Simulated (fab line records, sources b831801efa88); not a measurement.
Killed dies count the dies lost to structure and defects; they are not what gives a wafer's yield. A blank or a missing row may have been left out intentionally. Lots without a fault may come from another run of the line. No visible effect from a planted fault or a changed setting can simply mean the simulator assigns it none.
Check of tool commonality :: flow gf180mcu :: Lots sampled 12, wafers sampled 36

THE REASON FOR OPENING IT
GF_PSD_RS_MEAS_14, reading NSD_RS: flagged on 2 of 12 lots. Fault-free wafers read 46.61 ohm/sq, with a standard deviation of 0.093.
Rule: flag the lot when none of its wafers has a number, or when each of its wafers that has one lies beyond 4 standard deviations from that mean. All remaining lots are regarded as sound.

lot: L151
measured: day 14 02:34
on: filmMetro-01
NSD_RS (ohm/sq), wafer by wafer: 46.55 46.58 46.62
flag: 

lot: L152
measured: day 14 09:53
on: filmMetro-02
NSD_RS (ohm/sq), wafer by wafer: 46.81 46.79 46.73
flag: 

lot: L158
measured: day 16 22:46
on: filmMetro-04
NSD_RS (ohm/sq), wafer by wafer: 47.15 47.06 47.10
flag: FLAGGED

lot: L160
measured: day 17 15:18
on: filmMetro-02
NSD_RS (ohm/sq), wafer by wafer: 47.10 47.16 47.13
flag: FLAGGED

lot: L164
measured: day 18 19:22
on: filmMetro-01
NSD_RS (ohm/sq), wafer by wafer: 46.56 46.53 46.61
flag: 

lot: L165
measured: day 19 08:34
on: filmMetro-04
NSD_RS (ohm/sq), wafer by wafer: 46.53 46.49 46.46
flag: 

lot: L167
measured: day 20 07:08
on: filmMetro-01
NSD_RS (ohm/sq), wafer by wafer: 46.43 46.45 46.58
flag: 

lot: L168
measured: day 20 08:53
on: filmMetro-04
NSD_RS (ohm/sq), wafer by wafer: 46.66 46.64 46.63
flag: 

lot: L169
measured: day 20 15:49
on: filmMetro-04
NSD_RS (ohm/sq), wafer by wafer: 46.67 46.62 46.58
flag: 

lot: L170
measured: day 21 01:16
on: filmMetro-02
NSD_RS (ohm/sq), wafer by wafer: 46.70 46.73 46.71
flag: 

lot: L173
measured: day 21 23:35
on: filmMetro-04
NSD_RS (ohm/sq), wafer by wafer: 46.45 46.55 46.53
flag: 

lot: L174
measured: day 22 06:07
on: filmMetro-01
NSD_RS (ohm/sq), wafer by wafer: 46.75 46.46 46.64
flag: 
The numbers of the flagged lots are 47.12 ohm/sq on average: +0.51 ohm/sq against the usual, or +5 standard deviations.

TOOL THAT RAN EACH LOT
3 process steps preceding the reading are held in the record, out of 602 steps in the route. Every cell lists first the tool, next ch and the chambers used by the sampled wafers, and last the start.
lot: L151
flag: 
GF_HV_LDD_STRIP_10: plasmaAsher-02 ch 0,1, day 9 21:35
GF_HV_LDD_STRIP_22: plasmaAsher-02 ch 0,1, day 10 15:27
GF_NSD_IMPLANT_10: implanter-03 ch 0, day 13 05:47

lot: L152
flag: 
GF_HV_LDD_STRIP_10: plasmaAsher-02 ch 0,1, day 10 05:39
GF_HV_LDD_STRIP_22: plasmaAsher-01 ch 0,1, day 10 23:36
GF_NSD_IMPLANT_10: implanter-03 ch 0, day 13 13:02

lot: L158
flag: FLAGGED
GF_HV_LDD_STRIP_10: plasmaAsher-03 ch 0,1, day 12 06:32
GF_HV_LDD_STRIP_22: plasmaAsher-02 ch 0,1, day 13 02:37
GF_NSD_IMPLANT_10: implanter-04 ch 0, day 15 23:44

lot: L160
flag: FLAGGED
GF_HV_LDD_STRIP_10: plasmaAsher-03 ch 0,1, day 12 23:44
GF_HV_LDD_STRIP_22: plasmaAsher-01 ch 0,1, day 13 19:42
GF_NSD_IMPLANT_10: implanter-04 ch 0, day 16 16:09

lot: L164
flag: 
GF_HV_LDD_STRIP_10: plasmaAsher-02 ch 0,1, day 13 22:10
GF_HV_LDD_STRIP_22: plasmaAsher-02 ch 0,1, day 14 18:37
GF_NSD_IMPLANT_10: implanter-02 ch 0, day 17 18:32

lot: L165
flag: 
GF_HV_LDD_STRIP_10: plasmaAsher-03 ch 1, day 14 11:08
GF_HV_LDD_STRIP_22: plasmaAsher-03 ch 1, day 15 07:57
GF_NSD_IMPLANT_10: implanter-02 ch 0, day 18 08:07

lot: L167
flag: 
GF_HV_LDD_STRIP_10: plasmaAsher-01 ch 0,1, day 15 05:59
GF_HV_LDD_STRIP_22: plasmaAsher-02 ch 0,1, day 16 04:04
GF_NSD_IMPLANT_10: implanter-02 ch 0, day 19 06:10

lot: L168
flag: 
GF_HV_LDD_STRIP_10: plasmaAsher-02 ch 0,1, day 15 07:14
GF_HV_LDD_STRIP_22: plasmaAsher-02 ch 0,1, day 16 05:30
GF_NSD_IMPLANT_10: implanter-03 ch 0, day 19 08:41

lot: L169
flag: 
GF_HV_LDD_STRIP_10: plasmaAsher-01 ch 0,1, day 15 13:47
GF_HV_LDD_STRIP_22: plasmaAsher-02 ch 0, day 16 12:11
GF_NSD_IMPLANT_10: implanter-04 ch 0, day 19 15:12

lot: L170
flag: 
GF_HV_LDD_STRIP_10: plasmaAsher-03 ch 0,1, day 15 22:04
GF_HV_LDD_STRIP_22: plasmaAsher-01 ch 0,1, day 16 20:14
GF_NSD_IMPLANT_10: implanter-04 ch 0, day 19 23:47

lot: L173
flag: 
GF_HV_LDD_STRIP_10: plasmaAsher-02 ch 0, day 16 20:20
GF_HV_LDD_STRIP_22: plasmaAsher-02 ch 0,1, day 17 19:41
GF_NSD_IMPLANT_10: implanter-03 ch 0, day 20 23:27

lot: L174
flag: 
GF_HV_LDD_STRIP_10: plasmaAsher-02 ch 0,1, day 17 02:26
GF_HV_LDD_STRIP_22: plasmaAsher-01 ch 0,1, day 18 02:05
GF_NSD_IMPLANT_10: implanter-04 ch 0, day 21 05:28
These steps, and what they do:
- GF_HV_LDD_STRIP_10: strips in O2/N2.
- GF_HV_LDD_STRIP_22: strips in O2/N2.
- GF_NSD_IMPLANT_10
- GF_PSD_RS_MEAS_14: measures by four-point-probe.

FLAGGED OVER TOTAL, TOOL BY TOOL (the gauges that took the reading come last)
step: GF_HV_LDD_STRIP_10
tool: plasmaAsher-01
lots run: 2
flagged: 0
share of the flagged lots: none
sound lots run after its first flagged lot: -

step: GF_HV_LDD_STRIP_10
tool: plasmaAsher-02
lots run: 6
flagged: 0
share of the flagged lots: none
sound lots run after its first flagged lot: -

step: GF_HV_LDD_STRIP_10
tool: plasmaAsher-03
lots run: 4
flagged: 2
share of the flagged lots: all
sound lots run after its first flagged lot: 2 (L165,L170)

step: GF_HV_LDD_STRIP_22
tool: plasmaAsher-01
lots run: 4
flagged: 1
share of the flagged lots: some
sound lots run after its first flagged lot: 2 (L170,L174)

step: GF_HV_LDD_STRIP_22
tool: plasmaAsher-02
lots run: 7
flagged: 1
share of the flagged lots: some
sound lots run after its first flagged lot: 5 (L164,L167,L168,L169,L173)

step: GF_HV_LDD_STRIP_22
tool: plasmaAsher-03
lots run: 1
flagged: 0
share of the flagged lots: none
sound lots run after its first flagged lot: -

step: GF_NSD_IMPLANT_10
tool: implanter-02
lots run: 3
flagged: 0
share of the flagged lots: none
sound lots run after its first flagged lot: -

step: GF_NSD_IMPLANT_10
tool: implanter-03
lots run: 4
flagged: 0
share of the flagged lots: none
sound lots run after its first flagged lot: -

step: GF_NSD_IMPLANT_10
tool: implanter-04
lots run: 5
flagged: 2
share of the flagged lots: all
sound lots run after its first flagged lot: 3 (L169,L170,L174)

step: GF_PSD_RS_MEAS_14
tool: filmMetro-01
lots run: 4
flagged: 0
share of the flagged lots: none
sound lots run after its first flagged lot: -

step: GF_PSD_RS_MEAS_14
tool: filmMetro-02
lots run: 3
flagged: 1
share of the flagged lots: some
sound lots run after its first flagged lot: 1 (L170)

step: GF_PSD_RS_MEAS_14
tool: filmMetro-04
lots run: 5
flagged: 1
share of the flagged lots: some
sound lots run after its first flagged lot: 4 (L165,L168,L169,L173)

WHAT THE TABLE PERMITS
Table rows that saw every flagged lot: 2, namely plasmaAsher-03 at GF_HV_LDD_STRIP_10 and implanter-04 at GF_NSD_IMPLANT_10.
- plasmaAsher-03 at GF_HV_LDD_STRIP_10: 2 of its 4 lots flagged. After the first flagged lot (L165, L170), sound lots still ran on it; a lasting fault on the whole tool would not permit that.
- implanter-04 at GF_NSD_IMPLANT_10: 2 of its 5 lots flagged. After the first flagged lot (L169, L170, L174), sound lots still ran on it; a lasting fault on the whole tool would not permit that. Its own readings (tiltDeg) fall more than 4 standard deviations out on all wafers of the flagged lots.
Every row of the table either missed a flagged lot or ran a sound lot after the first.

WHAT HAD BEEN PUT IN BY THE SIMULATOR
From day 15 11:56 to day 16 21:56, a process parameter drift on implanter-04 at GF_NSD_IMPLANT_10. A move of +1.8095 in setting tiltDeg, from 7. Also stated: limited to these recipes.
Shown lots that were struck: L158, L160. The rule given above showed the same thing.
